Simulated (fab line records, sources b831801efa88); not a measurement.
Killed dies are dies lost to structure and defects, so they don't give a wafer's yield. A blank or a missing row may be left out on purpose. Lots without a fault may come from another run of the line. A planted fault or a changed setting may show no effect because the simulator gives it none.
Which tool did it? | flow sfq_line | 14 lots, 42 wafers sampled, at 3 steps of a route of 325

WHAT THE GAUGES READ, wafer by wafer
SFQ_L0_RS_MEAS_901: measures by four-point-probe.
lot  | measured    | on            | L0_MONX_KI_RS (ohm/sq)
L344 | day 1 12:34 | film_metro-02 | 44.0 43.3 43.9
L345 | day 1 17:34 | film_metro-02 | 43.5 43.5 43.5
L348 | day 2 08:34 | film_metro-02 | 44.1 43.5 43.7
L349 | day 2 13:35 | film_metro-03 | 42.2 42.9 42.4
L351 | day 2 23:34 | film_metro-04 | 43.0 43.5 42.9
L355 | day 3 19:36 | film_metro-02 | 43.1 22.8 22.9
L356 | day 4 00:37 | film_metro-03 | 23.1 43.7 23.0
L357 | day 4 05:34 | film_metro-02 | 43.2 43.2 43.0
L359 | day 4 15:34 | film_metro-03 | 43.7 43.6 44.3
L361 | day 5 01:34 | film_metro-04 | 42.7 42.9 43.4
L363 | day 5 11:36 | film_metro-04 | 43.6 43.8 42.6
L365 | day 5 21:35 | film_metro-03 | 43.6 43.1 43.8
L366 | day 6 02:34 | film_metro-03 | 43.4 43.2 43.7
L367 | day 6 07:34 | film_metro-04 | 44.0 43.6 43.9

SFQ_L0_THK_MEAS_902: measures by xrf.
lot  | measured    | on            | L0_MONX_KI_THK (nm)
L344 | day 1 12:41 | film_metro-02 | 39.8 40.4 39.8
L345 | day 1 17:41 | film_metro-02 | 40.1 40.0 40.2
L348 | day 2 08:41 | film_metro-02 | 39.2 40.0 39.8
L349 | day 2 13:41 | film_metro-03 | 41.5 40.8 41.1
L351 | day 2 23:41 | film_metro-04 | 40.9 40.3 40.8
L355 | day 3 19:42 | film_metro-02 | 40.6 76.6 76.8
L356 | day 4 00:43 | film_metro-03 | 75.8 40.0 75.9
L357 | day 4 05:41 | film_metro-02 | 40.4 40.1 40.5
L359 | day 4 15:41 | film_metro-03 | 39.7 40.1 39.3
L361 | day 5 01:41 | film_metro-04 | 41.3 40.5 40.3
L363 | day 5 11:42 | film_metro-04 | 40.3 40.0 40.9
L365 | day 5 21:41 | film_metro-03 | 40.1 40.6 39.9
L366 | day 6 02:41 | film_metro-03 | 40.3 40.5 39.8
L367 | day 6 07:41 | film_metro-04 | 40.0 40.4 40.1

WHICH TOOL RAN EACH LOT (tool, then ch and the chambers of the sampled wafers, then the start)
lot  | SFQ_TRILAYER_L0_DEP_SPUTTER_003
L344 | pvd_sputter-05, day 1 12:29
L345 | pvd_sputter-03, day 1 17:29
L348 | pvd_sputter-03, day 2 08:29
L349 | pvd_sputter-03, day 2 13:29
L351 | pvd_sputter-05, day 2 23:29
L355 | pvd_sputter-04, day 3 19:29
L356 | pvd_sputter-04, day 4 00:29
L357 | pvd_sputter-03, day 4 05:29
L359 | pvd_sputter-05, day 4 15:29
L361 | pvd_sputter-05, day 5 01:29
L363 | pvd_sputter-03, day 5 11:29
L365 | pvd_sputter-03, day 5 21:29
L366 | pvd_sputter-03, day 6 02:29
L367 | pvd_sputter-05, day 6 07:29
- SFQ_TRILAYER_L0_DEP_SPUTTER_003: material MoNx KI, target thk 40 nm, time 100 s.

WHAT THE TOOLS THEMSELVES READ (means of the sampled wafers that have a number; where no wafer has one, the mark that the record gives instead)
SFQ_TRILAYER_L0_DEP_SPUTTER_003.
lot  | tool           | throttle_valve_pct (%)
L344 | pvd_sputter-05 | 29.7
L345 | pvd_sputter-03 | 29.7
L348 | pvd_sputter-03 | 29.4
L349 | pvd_sputter-03 | 29.6
L351 | pvd_sputter-05 | 29.8
L355 | pvd_sputter-04 | 29.5
L356 | pvd_sputter-04 | 28.8
L357 | pvd_sputter-03 | 29.8
L359 | pvd_sputter-05 | 29.7
L361 | pvd_sputter-05 | 29.2
L363 | pvd_sputter-03 | 29.9
L365 | pvd_sputter-03 | 29.8
L366 | pvd_sputter-03 | 30.0
L367 | pvd_sputter-05 | 30.1

THE ANSWER, worked out from the rows above alone
Rule: what is usual is taken from the lots themselves. Put in order of their means at a reading, lots are off if they are a third of the lots or fewer, leave a main group of 4 or more, and stand apart from it by a gap of 3 or more times the standard deviation of the main group's means; of several such gaps the widest counts. A main group whose means are all the same, to the digits that the tables above print for the reading, isn't used. A lot without any number at a reading at which 4 lots or more have one is off too. The other lots that the step has rows for count as sound. The gauges are gone through in route order, then the tools' own readings, and for those a lot's mean is taken as printed above. The first step at which some lot is off is used, and at that step the reading that is off furthest; a lot without a number counts as furthest.
Off: L355, L356, at SFQ_L0_RS_MEAS_901 (L0_MONX_KI_RS). The main group: mean 43.4 ohm/sq, standard deviation 0.39.
A tool fits if, at a process step before that reading, it ran every lot that is off, and no sound lot after the first of them. The gauges at SFQ_L0_RS_MEAS_901 are tried like those tools. One fits: pvd_sputter-04 at SFQ_TRILAYER_L0_DEP_SPUTTER_003. It ran no sound lot before its first lot that is off in this sample, so the start can't be narrowed down.

WHAT THE SIMULATOR HAD PUT IN
Process parameter drift: pvd_sputter-04, from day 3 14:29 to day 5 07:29, at SFQ_TRILAYER_L0_DEP_SPUTTER_003. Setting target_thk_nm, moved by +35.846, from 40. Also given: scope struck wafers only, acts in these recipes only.
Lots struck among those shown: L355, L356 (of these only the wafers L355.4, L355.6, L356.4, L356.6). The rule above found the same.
